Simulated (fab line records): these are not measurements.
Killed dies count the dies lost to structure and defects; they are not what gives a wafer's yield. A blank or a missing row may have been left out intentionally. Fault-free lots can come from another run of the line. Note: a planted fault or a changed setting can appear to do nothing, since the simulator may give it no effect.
fab line records + flow sky130
record:
- lots: 7
- wafers: 21
- last_day: 50
route steps=708 shown LDD_HVP@286 LDD_LDN@289 PAD_OPEN@708
lots with no fault: from the same line, run without faults
start_h: the number of hours between the record's first day and the start of the first shown wafer of the lot + wait_h: hours elapsed since this lot's preceding step + " identical to the entry in the row above + L1.1+2: a row that stands for several wafers + - value missing, or start not given + * or withheld: withheld + < > ~ a bound
route shown NAME@n: a module of which the file shows steps, and the number in the route of the first + usual: mean/standard deviation taken from wafers without a fault + same: alike in all rows + chamber/n: place in a boat + sites: the reading at each site + _std_site: how widely they spread, as a standard deviation + _edge_site: the outer-site mean with the inner-site mean subtracted + radius_mm: how far each site lies from the wafer's centre + mask NAME#n: copy n + behind: the most recent tool/chamber to have shaped the wafer + hold: the reason the lot was held/the length of the hold in hours/how it ended + device: whichever transistor did not switch (one of n, p or np) + end of line: the same wafers' tests at the end of the route + a step without rows: its recipe alone + killed: dies lost to structure and defects at the first sort, not the wafer's yield + map: per-die view of a wafer (x killed, . not killed, _ where there is no die)
set.NAME: setting as actually run; set.NAME@STEP: the setting as run at that earlier step + model.NAME: the simulator's own value behind a step, which no gauge read
lots at some steps of the route; a table a step, a row a wafer
services: the hour from which a tool's chamber was out of use, counted from the record's first day as start_h (under 0 if before that day), plus the number of hours and why
== steps ==
step: SKY_LDD_HVP_IMPLANT_08
recipe:
- species: B
- energy_kev: 20
- dose_cm2: 1.7e+13
- tilt_deg: 17.9
step: SKY_LDD_HVP_STRIP_09
recipe:
- chemistry: O2/N2
- power_w: 1400
- pressure_mtorr: 1500
- platen_temp_c: withheld
- o2_flow_sccm: 3000
- n2_flow_sccm: 300
- overash_fraction: 0.5
usual:
- drypump_motor_current_A: 5.98/0.29
- oes_product_au: 0.408/0.0048
- strip_time_to_endpoint_s: 4.131/0.014
| lot.wafer | tool            | chamber | start_h | wait_h | drypump_motor_current_A | oes_product_au | rf_hours_counter_h | strip_time_to_endpoint_s |
|-----------|-----------------|---------|---------|--------|-------------------------|----------------|--------------------|--------------------------|
| L323.4    | plasma_asher-02 | 1       | 521.99  | 0.1    | 6.02                    | 0.409          | -                  | 4.143                    |
| L323.5    | "               | 1       | "       | "      | 6.03                    | 0.408          | -                  | 4.138                    |
| L323.6    | "               | 0       | "       | "      | 5.94                    | 0.416          | -                  | 4.107                    |
| L328.3    | plasma_asher-03 | 0       | 565.90  | 0.1    | 6.33                    | 0.407          | -                  | 4.117                    |
| L328.5    | "               | 0       | "       | "      | 6.32                    | 0.409          | -                  | 4.116                    |
| L328.6    | "               | 1       | "       | "      | 5.78                    | 0.406          | -                  | 4.117                    |
| L330.3    | plasma_asher-03 | 1       | 584.86  | 0.1    | 5.78                    | 0.410          | -                  | 4.107                    |
| L330.4    | "               | 0       | "       | "      | 6.34                    | 0.405          | -                  | 4.125                    |
| L330.5    | "               | 1       | "       | "      | 5.77                    | 0.398          | -                  | 4.111                    |
| L337.2    | plasma_asher-02 | 0       | 642.02  | 0.1    | 5.96                    | 0.408          | 21                 | 4.138                    |
| L337.3    | "               | 0       | "       | "      | 5.91                    | 0.408          | -                  | 4.135                    |
| L337.4    | "               | 1       | "       | "      | 6.01                    | 0.407          | -                  | 4.134                    |
| L338.1    | plasma_asher-02 | 1       | 653.56  | 0.1    | 6.02                    | 0.398          | 22                 | 4.107                    |
| L338.3    | "               | 0       | "       | "      | 5.96                    | 0.400          | -                  | 4.110                    |
| L338.4    | "               | 1       | "       | "      | 5.99                    | 0.404          | -                  | 4.107                    |
| L342.1    | plasma_asher-03 | 0       | 685.36  | 0.1    | 6.33                    | 0.412          | 80                 | 4.131                    |
| L342.2    | "               | 1       | "       | "      | 5.80                    | 0.408          | 80                 | 4.144                    |
| L342.3    | "               | 1       | "       | "      | 5.80                    | 0.399          | -                  | 4.132                    |
| L343.2    | plasma_asher-03 | 0       | 688.61  | 0.1    | 6.33                    | 0.407          | 80                 | 4.125                    |
| L343.3    | "               | 1       | "       | "      | 5.79                    | 0.410          | -                  | 4.112                    |
| L343.6    | "               | 0       | "       | "      | 6.32                    | 0.411          | -                  | 4.123                    |
step: SKY_LDD_HVP_TW_MEAS_10
usual:
- LDD_HVP_TW: 452.3/3
| lot.wafer | tool          | chamber | start_h | wait_h | LDD_HVP_TW |
|-----------|---------------|---------|---------|--------|------------|
| L323.4    | film_metro-01 | -       | 522.09  | 0.1    | 454.2      |
| L323.5    | "             | -       | "       | "      | 458.2      |
| L323.6    | "             | -       | "       | "      | 453.6      |
| L328.3    | film_metro-02 | -       | 565.98  | 0.1    | 451.6      |
| L328.5    | "             | -       | "       | "      | 446.5      |
| L328.6    | "             | -       | "       | "      | 448.9      |
| L330.3    | film_metro-02 | -       | 584.94  | 0.1    | 450.6      |
| L330.4    | "             | -       | "       | "      | 452.6      |
| L330.5    | "             | -       | "       | "      | 448.6      |
| L337.2    | film_metro-01 | -       | 642.13  | 0.1    | 457.3      |
| L337.3    | "             | -       | "       | "      | 456.8      |
| L337.4    | "             | -       | "       | "      | 455.8      |
| L338.1    | film_metro-03 | -       | 653.66  | 0.1    | 453.3      |
| L338.3    | "             | -       | "       | "      | 455.1      |
| L338.4    | "             | -       | "       | "      | 453.8      |
| L342.1    | film_metro-03 | -       | 685.46  | 0.1    | 452.1      |
| L342.2    | "             | -       | "       | "      | 451.2      |
| L342.3    | "             | -       | "       | "      | 453.6      |
| L343.2    | film_metro-03 | -       | 688.72  | 0.1    | 453.2      |
| L343.3    | "             | -       | "       | "      | 453.8      |
| L343.6    | "             | -       | "       | "      | 452.8      |
step: SKY_LDD_LDN_DEHYDRATE_00
recipe:
- temp_c: 200
- time_s: 60
step: SKY_LDD_LDN_HMDS_01
recipe:
- prime_time_s: 60
- prime_temp_c: 120
step: SKY_LDD_LDN_COAT_02
recipe:
- resist: NOVOLAK
- spin_rpm: 3000
- resist_thk_nm: 1140
step: SKY_LDD_LDN_SOFTBAKE_03
recipe:
- temp_c: 90
- time_s: 60
- resist: NOVOLAK
step: SKY_LDD_LDN_EXPOSE_04
recipe:
- mask_id: LDNTM
- na: 0.6
- source_shape: conventional
- sigma_outer: 0.6
- polarization: unpolarized
- target_cd_nm: 700
- dose_mj: 140
step: SKY_LDD_LDN_PEB_05
recipe:
- temp_c: withheld
- time_s: *
- resist: NOVOLAK
step: SKY_LDD_LDN_DEVELOP_06
recipe:
- resist: NOVOLAK
- developer: TMAH
- develop_time_s: 60
- dev_temp_c: 23
step: SKY_LDD_LDN_OVL_MEAS_07
usual:
- LDD_LDN_OVL: -1.2/1.4
| lot.wafer | tool       | chamber | start_h | wait_h | LDD_LDN_OVL[nm] |
|-----------|------------|---------|---------|--------|-----------------|
| L323.4    | overlay-01 | -       | 552.33  | 0.1    | -1.6            |
| L323.5    | "          | -       | "       | "      | -1.9            |
| L323.6    | "          | -       | "       | "      | -2.3            |
| L328.3    | overlay-02 | -       | 595.27  | 0.1    | -2.3            |
| L328.5    | "          | -       | "       | "      | -2.2            |
| L328.6    | "          | -       | "       | "      | -4.5            |
| L330.3    | overlay-02 | -       | 613.90  | 0.1    | 0.5             |
| L330.4    | "          | -       | "       | "      | 0.8             |
| L330.5    | "          | -       | "       | "      | 0.5             |
| L337.2    | overlay-02 | -       | 670.94  | 0.1    | -3.2            |
| L337.3    | "          | -       | "       | "      | -0.5            |
| L337.4    | "          | -       | "       | "      | -2.5            |
| L338.1    | overlay-02 | -       | 681.58  | 0.1    | -3.8            |
| L338.3    | "          | -       | "       | "      | -2.8            |
| L338.4    | "          | -       | "       | "      | -2.4            |
| L342.1    | overlay-01 | -       | 713.03  | 0.1    | -0.8            |
| L342.2    | "          | -       | "       | "      | -0.2            |
| L342.3    | "          | -       | "       | "      | 0.2             |
| L343.2    | overlay-02 | -       | 715.99  | 0.1    | -1.9            |
| L343.3    | "          | -       | "       | "      | -0.7            |
| L343.6    | "          | -       | "       | "      | -1.1            |
step: SKY_LDD_LDN_IMPLANT_08
recipe:
- species: As
- energy_kev: 15
- dose_cm2: 1.25e+13
- tilt_deg: withheld
- rotation_deg: 23
step: SKY_LDD_LDN_IMPLANT_09
recipe:
- species: As
- energy_kev: 15
- dose_cm2: 1.25e+13
- tilt_deg: withheld
- rotation_deg: 113
| lot.wafer  | tool         | chamber | start_h | wait_h |
|------------|--------------|---------|---------|--------|
| L323.4+5+6 | implanter-03 | 0       | 552.57  | 0.1    |
| L323.4+5+6 | implanter-03 | 0       | 552.88  | 0.3    |
| L328.3+5+6 | implanter-02 | 0       | 595.49  | 0.1    |
| L328.3+5+6 | implanter-02 | 0       | 595.81  | 0.3    |
| L330.3+4+5 | implanter-03 | 0       | 614.12  | 0.1    |
| L330.3+4+5 | implanter-03 | 0       | 614.44  | 0.3    |
| L337.2+3+4 | implanter-03 | 0       | 671.15  | 0.1    |
| L338.1+3+4 | implanter-03 | 0       | 681.76  | 0.1    |
| L342.1+2+3 | implanter-03 | 0       | 713.21  | 0.1    |
| L343.2+3+6 | implanter-01 | 0       | 716.20  | 0.1    |
step: SKY_LDD_LDN_IMPLANT_10
recipe:
- species: As
- energy_kev: 15
- dose_cm2: 1.25e+13
- tilt_deg: withheld
- rotation_deg: 203
step: SKY_LDD_LDN_IMPLANT_11
recipe:
- species: As
- energy_kev: 15
- dose_cm2: 1.25e+13
- tilt_deg: withheld
- rotation_deg: 293
step: SKY_LDD_LDN_STRIP_12
recipe:
- chemistry: O2/N2
- power_w: 1400
- pressure_mtorr: 1500
- platen_temp_c: withheld
- o2_flow_sccm: 3000
- n2_flow_sccm: 300
- overash_fraction: 0.5
usual:
- drypump_motor_current_A: 5.9/0.38
- oes_product_au: 0.716/0.0048
- strip_time_to_endpoint_s: 14.17/0.041
| lot.wafer | tool            | chamber | start_h | wait_h | drypump_motor_current_A | oes_product_au | rf_hours_counter_h | strip_time_to_endpoint_s |
|-----------|-----------------|---------|---------|--------|-------------------------|----------------|--------------------|--------------------------|
| L323.4    | plasma_asher-01 | 0       | 553.43  | 0.1    | 6.1                     | 0.716          | -                  | 14.15                    |
| L323.5    | "               | 0       | "       | "      | 6.1                     | 0.715          | -                  | 14.18                    |
| L323.6    | "               | 1       | "       | "      | 5.4                     | 0.718          | -                  | 14.21                    |
| L328.3    | plasma_asher-03 | 1       | 596.91  | 0.8    | 5.8                     | 0.725          | -                  | 14.16                    |
| L328.5    | "               | 1       | "       | "      | 5.8                     | 0.720          | -                  | 14.11                    |
| L328.6    | "               | 0       | "       | "      | 6.3                     | 0.713          | -                  | 14.09                    |
| L330.3    | plasma_asher-04 | 1       | 614.87  | 0.1    | 6.3                     | 0.716          | -                  | 14.13                    |
| L330.4    | "               | 0       | "       | "      | 5.3                     | 0.712          | -                  | 14.11                    |
| L330.5    | "               | 1       | "       | "      | 6.3                     | 0.717          | -                  | 14.13                    |
| L337.2    | plasma_asher-03 | 0       | 671.57  | 0.1    | 6.3                     | 0.713          | 78                 | 14.11                    |
| L337.3    | "               | 1       | "       | "      | 5.7                     | 0.721          | -                  | 14.13                    |
| L337.4    | "               | 0       | "       | "      | 6.3                     | 0.726          | -                  | 14.12                    |
| L338.1    | plasma_asher-03 | 0       | 682.21  | 0.1    | 6.3                     | 0.717          | 79                 | 14.16                    |
| L338.3    | "               | 0       | "       | "      | 6.3                     | 0.719          | -                  | 14.14                    |
| L338.4    | "               | 1       | "       | "      | 5.8                     | 0.721          | -                  | 14.13                    |
| L342.1    | plasma_asher-01 | 0       | 713.66  | 0.1    | 6.1                     | 0.711          | 60                 | 14.21                    |
| L342.2    | "               | 1       | "       | "      | 5.4                     | 0.721          | 60                 | 14.21                    |
| L342.3    | "               | 1       | "       | "      | 5.4                     | 0.711          | -                  | 14.19                    |
| L343.2    | plasma_asher-01 | 1       | 716.62  | 0.1    | 5.5                     | 0.719          | 60                 | 14.16                    |
| L343.3    | "               | 1       | "       | "      | 5.5                     | 0.718          | -                  | 14.20                    |
| L343.6    | "               | 1       | "       | "      | 5.4                     | 0.708          | -                  | 14.17                    |
step: SKY_LDD_LDN_TW_MEAS_13
usual:
- LDD_LDN_TW: 1469/11
| lot.wafer | tool          | chamber | start_h | wait_h | LDD_LDN_TW |
|-----------|---------------|---------|---------|--------|------------|
| L323.4    | film_metro-02 | -       | 553.59  | 0.1    | 1553       |
| L323.5    | "             | -       | "       | "      | 1555       |
| L323.6    | "             | -       | "       | "      | 1555       |
| L323.4    | film_metro-02 | -       | 553.82  | 0.2    | 1555       |
| L323.5    | "             | -       | "       | "      | 1552       |
| L323.6    | "             | -       | "       | "      | 1559       |
| L328.3    | film_metro-01 | -       | 597.00  | 0.1    | 1581       |
| L328.5    | "             | -       | "       | "      | 1589       |
| L328.6    | "             | -       | "       | "      | 1585       |
| L328.3    | film_metro-01 | -       | 597.30  | 0.3    | 1582       |
| L328.5    | "             | -       | "       | "      | 1585       |
| L328.6    | "             | -       | "       | "      | 1585       |
| L330.3    | film_metro-04 | -       | 614.96  | 0.1    | 1560       |
| L330.4    | "             | -       | "       | "      | 1568       |
| L330.5    | "             | -       | "       | "      | 1565       |
| L330.3    | film_metro-04 | -       | 615.19  | 0.2    | 1569       |
| L330.4    | "             | -       | "       | "      | 1561       |
| L330.5    | "             | -       | "       | "      | 1570       |
| L337.2    | film_metro-04 | -       | 671.68  | 0.1    | 1457       |
| L337.3    | "             | -       | "       | "      | 1460       |
| L337.4    | "             | -       | "       | "      | 1455       |
| L338.1    | film_metro-01 | -       | 682.31  | 0.1    | 1483       |
| L338.3    | "             | -       | "       | "      | 1478       |
| L338.4    | "             | -       | "       | "      | 1481       |
| L342.1    | film_metro-04 | -       | 713.76  | 0.1    | 1468       |
| L342.2    | "             | -       | "       | "      | 1463       |
| L342.3    | "             | -       | "       | "      | 1460       |
| L343.2    | film_metro-02 | -       | 716.73  | 0.1    | 1453       |
| L343.3    | "             | -       | "       | "      | 1458       |
| L343.6    | "             | -       | "       | "      | 1444       |
step: SKY_LDD_LDN_CLEAN_14
recipe:
- chemistry: SC1/SC2
- mix: 1:4:20
- temp_c: 70
- time_s: 150
- dry: n2_spin
step: SKY_PAD_OPEN_PROBE_99
usual:
- killed_at_M0_to_M3: 43/6.6
- killed_at_M4_up: 3.4/1.8
- killed_at_contacts: 24/4.9
- killed_at_front_end: 15/4.1
- killed_at_other: 0.3/0.55
- killed_dies: 85/8.8
- killed_open: 46/6.1
- killed_short: 39/5.7
same:
- gross_dies: 492
- killed_at_back_side: 0
| lot.wafer | tool      | chamber | start_h | wait_h | killed_at_M0_to_M3 | killed_at_M4_up | killed_at_contacts | killed_at_front_end | killed_at_other | killed_dies | killed_open | killed_short | model.etest.tip_sonos.rs_ohm_sq |
|-----------|-----------|---------|---------|--------|--------------------|-----------------|--------------------|---------------------|-----------------|-------------|-------------|--------------|---------------------------------|
| L323.4    | prober-01 | -       | 1095.73 | 0.2    | 43                 | 2               | 20                 | 11                  | 0               | 76          | 47          | 29           | 2442                            |
| L323.5    | prober-01 | -       | 1095.78 | 0.2    | 30                 | 2               | 25                 | 22                  | 0               | 79          | 48          | 31           | 2427                            |
| L323.6    | prober-01 | -       | 1095.83 | 0.2    | 46                 | 0               | 20                 | 22                  | 0               | 88          | 42          | 45           | 2409                            |
| L328.3    | prober-02 | -       | 1124.96 | 0.2    | 40                 | 3               | 17                 | 15                  | 0               | 75          | 36          | 39           | 2409                            |
| L328.5    | prober-02 | -       | 1125.06 | 0.2    | 43                 | 5               | 23                 | 12                  | 0               | 83          | 52          | 31           | 2417                            |
| L328.6    | prober-02 | -       | 1125.11 | 0.2    | 43                 | 5               | 20                 | 11                  | 2               | 81          | 44          | 37           | 2408                            |
| L330.3    | prober-02 | -       | 1139.37 | 0.2    | 40                 | 4               | 28                 | 13                  | 1               | 86          | 48          | 38           | 2352                            |
| L330.4    | prober-02 | -       | 1139.42 | 0.2    | 46                 | 4               | 23                 | 18                  | 0               | 91          | 50          | 41           | 2355                            |
| L330.5    | prober-02 | -       | 1139.47 | 0.2    | 49                 | 3               | 35                 | 12                  | 0               | 99          | 52          | 47           | 2312                            |
| L337.2    | prober-01 | -       | 1174.45 | 0.1    | 39                 | 1               | 20                 | 16                  | 0               | 76          | 38          | 38           | 2634                            |
| L337.3    | prober-01 | -       | 1174.50 | 0.2    | 37                 | 5               | 22                 | 20                  | 1               | 85          | 51          | 34           | 2624                            |
| L337.4    | prober-01 | -       | 1174.55 | 0.2    | 47                 | 4               | 27                 | 17                  | 0               | 95          | 51          | 42           | 2626                            |
| L338.1    | prober-02 | -       | 1182.01 | 0.1    | 47                 | 5               | 24                 | 23                  | 0               | 99          | 61          | 37           | 2773                            |
| L338.3    | prober-02 | -       | 1182.11 | 0.2    | 39                 | 2               | 27                 | 11                  | 0               | 79          | 43          | 35           | 2742                            |
| L338.4    | prober-02 | -       | 1182.16 | 0.2    | 50                 | 1               | 27                 | 14                  | 0               | 92          | 50          | 41           | 2761                            |
| L342.1    | prober-02 | -       | 1198.16 | 0.1    | 41                 | 8               | 21                 | 9                   | 0               | 79          | 43          | 35           | 2548                            |
| L342.2    | prober-02 | -       | 1198.21 | 0.1    | 47                 | 5               | 30                 | 14                  | 0               | 96          | 48          | 48           | 2513                            |
| L342.3    | prober-02 | -       | 1198.26 | 0.2    | 58                 | 2               | 18                 | 18                  | 0               | 96          | 55          | 40           | 2481                            |
| L343.2    | prober-01 | -       | 1199.71 | 0.1    | 37                 | 3               | 26                 | 24                  | 0               | 90          | 47          | 43           | 2745                            |
| L343.3    | prober-01 | -       | 1199.76 | 0.2    | 39                 | 3               | 28                 | 16                  | 1               | 87          | 46          | 41           | 2710                            |
| L343.6    | prober-01 | -       | 1199.91 | 0.2    | 39                 | 1               | 32                 | 10                  | 0               | 82          | 38          | 44           | 2746                            |
killed by level:class
L323.4 VIA1:geometric_particle:open=11 CONTACT:geometric_particle:open=8 VIA2:geometric_particle:open=8 LI_CONTACT:geometric_particle:open=6 METAL1:geometric_particle:short=5 VIA3:geometric_particle:open=5 VIA1:geometric_particle:short=4 VIA2:geometric_particle:short=4
L323.5 CONTACT:geometric_particle:open=9 FIELD_ISO:geometric_particle:open=7 LI_CONTACT:geometric_particle:open=6 POLY_GATE:geometric_particle:open=4 METAL1:geometric_particle:short=4 VIA2:geometric_particle:short=4 VIA2:geometric_particle:open=4 FIELD_ISO:geometric_particle:short=3
L323.6 VIA1:geometric_particle:open=9 VIA2:geometric_particle:short=8 LI_CONTACT:geometric_particle:open=7 VIA3:geometric_particle:open=7 VIA1:geometric_particle:short=6 POLY_GATE:geometric_particle:short=5 POLY_CUT:geometric_particle:short=4 LOCAL_INTERCONNECT:geometric_particle:short=4
L328.3 VIA3:geometric_particle:open=9 CONTACT:geometric_particle:open=7 LI_CONTACT:geometric_particle:open=6 METAL2:geometric_particle:short=6 FIELD_ISO:geometric_particle:short=5 VIA2:geometric_particle:open=5 VIA2:geometric_particle:short=5 POLY_GATE:geometric_particle:short=4
L328.5 VIA1:geometric_particle:open=14 VIA3:geometric_particle:open=10 LI_CONTACT:geometric_particle:open=9 LOCAL_INTERCONNECT:geometric_particle:short=6 METAL1:geometric_particle:short=4 VIA2:geometric_particle:open=4 METAL3:geometric_particle:short=4 FIELD_ISO:geometric_particle:open=3
L328.6 VIA1:geometric_particle:open=9 VIA2:geometric_particle:open=9 LI_CONTACT:geometric_particle:open=6 METAL2:geometric_particle:short=6 VIA3:geometric_particle:open=6 CONTACT:geometric_particle:short=5 LOCAL_INTERCONNECT:geometric_particle:short=4 VIA1:geometric_particle:short=4
L330.3 LI_CONTACT:geometric_particle:open=13 CONTACT:geometric_particle:open=7 VIA2:geometric_particle:open=7 VIA1:geometric_particle:short=7 VIA3:geometric_particle:open=6 LI_CONTACT:geometric_particle:short=5 POLY_GATE:geometric_particle:open=4 VIA1:geometric_particle:open=4
L330.4 LI_CONTACT:geometric_particle:open=11 VIA1:geometric_particle:open=11 VIA2:geometric_particle:open=7 VIA2:geometric_particle:short=6 FIELD_ISO:geometric_particle:short=5 FIELD_ISO:geometric_particle:open=5 CONTACT:geometric_particle:short=5 METAL2:geometric_particle:short=5
L330.5 CONTACT:geometric_particle:open=11 VIA1:geometric_particle:short=8 VIA2:geometric_particle:open=8 VIA3:geometric_particle:open=7 LI_CONTACT:geometric_particle:short=7 VIA1:geometric_particle:open=6 LI_CONTACT:geometric_particle:open=6 CONTACT:geometric_particle:short=5
L337.2 CONTACT:geometric_particle:open=11 VIA1:geometric_particle:open=8 FIELD_ISO:geometric_particle:short=7 VIA2:geometric_particle:open=5 METAL1:geometric_particle:short=5 VIA3:geometric_particle:open=4 METAL2:geometric_particle:short=4 VIA2:geometric_particle:short=4
L337.3 VIA1:geometric_particle:open=10 CONTACT:geometric_particle:open=9 FIELD_ISO:geometric_particle:short=7 VIA2:geometric_particle:open=7 LI_CONTACT:geometric_particle:open=6 CONTACT:geometric_particle:short=5 VIA3:geometric_particle:open=5 FIELD_ISO:geometric_particle:open=4
L337.4 VIA2:geometric_particle:open=11 VIA1:geometric_particle:open=10 CONTACT:geometric_particle:open=10 LOCAL_INTERCONNECT:geometric_particle:short=6 CONTACT:geometric_particle:short=6 METAL3:geometric_particle:short=6 LI_CONTACT:geometric_particle:open=5 FIELD_ISO:geometric_particle:open=4
L338.1 CONTACT:geometric_particle:open=11 VIA3:geometric_particle:open=9 VIA2:geometric_particle:open=8 POLY_GATE:geometric_particle:open=6 LI_CONTACT:geometric_particle:open=6 METAL1:geometric_particle:short=6 VIA1:geometric_particle:open=6 METAL4:geometric_particle:short=5
L338.3 VIA1:geometric_particle:open=15 CONTACT:geometric_particle:open=9 LOCAL_INTERCONNECT:geometric_particle:short=5 METAL2:geometric_particle:short=5 VIA1:geometric_particle:short=4 POLY_GATE:geometric_particle:short=4 LI_CONTACT:geometric_particle:short=4 METAL1:geometric_particle:short=4
L338.4 CONTACT:geometric_particle:open=13 METAL1:geometric_particle:short=8 VIA1:geometric_particle:open=7 VIA2:geometric_particle:short=7 VIA2:geometric_particle:open=6 LOCAL_INTERCONNECT:geometric_particle:short=5 METAL1:geometric_particle:open=5 VIA1:geometric_particle:short=5
L342.1 VIA1:geometric_particle:open=9 VIA3:geometric_particle:open=9 CONTACT:geometric_particle:open=8 METAL4:geometric_particle:short=7 LOCAL_INTERCONNECT:geometric_particle:short=6 METAL2:geometric_particle:short=6 VIA2:geometric_particle:open=5 SPACER:geometric_particle:open=4
L342.2 CONTACT:geometric_particle:short=12 VIA1:geometric_particle:open=11 CONTACT:geometric_particle:open=8 METAL2:geometric_particle:short=7 VIA3:geometric_particle:open=7 LI_CONTACT:geometric_particle:open=6 VIA2:geometric_particle:open=6 VIA1:geometric_particle:short=5
L342.3 VIA1:geometric_particle:open=14 FIELD_ISO:geometric_particle:short=9 VIA2:geometric_particle:open=9 VIA3:geometric_particle:open=8 CONTACT:geometric_particle:open=6 METAL3:geometric_particle:short=6 LI_CONTACT:geometric_particle:open=5 FIELD_ISO:geometric_particle:open=4
L343.2 CONTACT:geometric_particle:open=9 VIA3:geometric_particle:open=7 VIA1:geometric_particle:open=7 FIELD_ISO:geometric_particle:short=6 POLY_GATE:geometric_particle:short=6 VIA2:geometric_particle:open=6 FIELD_ISO:geometric_particle:open=5 POLY_GATE:geometric_particle:open=5
L343.3 VIA2:geometric_particle:open=12 LI_CONTACT:geometric_particle:open=10 VIA1:geometric_particle:open=7 FIELD_ISO:geometric_particle:short=6 LOCAL_INTERCONNECT:geometric_particle:short=6 METAL1:geometric_particle:short=5 CONTACT:geometric_particle:open=5 VIA1:geometric_particle:short=5
L343.6 CONTACT:geometric_particle:open=8 VIA1:geometric_particle:open=7 LI_CONTACT:geometric_particle:short=6 LOCAL_INTERCONNECT:geometric_particle:short=6 CONTACT:geometric_particle:short=6 METAL1:geometric_particle:short=6 LI_CONTACT:geometric_particle:open=5 METAL2:geometric_particle:short=5
== services ==
| tool            | chamber | start_h | hours | kind   |
|-----------------|---------|---------|-------|--------|
| implanter-02    | -       | 505.51  | 2.9   | repair |
| implanter-01    | -       | 530.21  | 5.2   | repair |
| implanter-02    | -       | 544.04  | 1.8   | repair |
| plasma_asher-03 | -       | 574.38  | 0.4   | repair |
| plasma_asher-03 | -       | 596.13  | 0.7   | repair |
| plasma_asher-03 | -       | 597.59  | 18.5  | repair |
| plasma_asher-04 | -       | 599.30  | 3.8   | repair |
| plasma_asher-02 | -       | 600.76  | 0.3   | repair |
| implanter-02    | -       | 653.01  | 1.2   | repair |
| plasma_asher-04 | -       | 663.99  | 4.2   | repair |
| implanter-01    | -       | 669.66  | 1.6   | repair |
| implanter-01    | -       | 694.39  | 1.9   | repair |
| implanter-02    | -       | 702.03  | 0.7   | repair |
== key ==
first_sign:
- step: SKY_LDD_LDN_IMPLANT_09
- reading: visit
- direction: added
effect:
- step: SKY_LDD_LDN_TW_MEAS_13
- reading: visit
- direction: added
effect:
- step: SKY_LDD_LDN_TW_MEAS_13
- reading: LDD_LDN_TW
- direction: up
- sigmas: 8.8
- usual: 1469
- struck: 1568
model_effect:
- step: SKY_PAD_OPEN_PROBE_99
- value: etest.tip_sonos.rs_ohm_sq
- without: 2708
- struck: 2392
met_at SKY_LDD_LDN_IMPLANT_09
struck_wafers L323.4,L323.5,L323.6,L328.3,L328.5,L328.6,L330.3,L330.4,L330.5
tester_left_out L323,L328,L330
fault:
- kind: repeated_step_whole
- tool: implanter-01,implanter-02,implanter-03
- chamber: -
- onset_h: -
- steps: SKY_LDD_LDN_IMPLANT_09
- times: 1
- scope: struck_lots_only
tester_left_out: of these lots the tester's yield and bins aren't shown, on N5 and GAA mostly nor the transistor test; their killed dies are dies lost to structure and defects alone, not to doping, threshold or leakage, so they don't give the yield
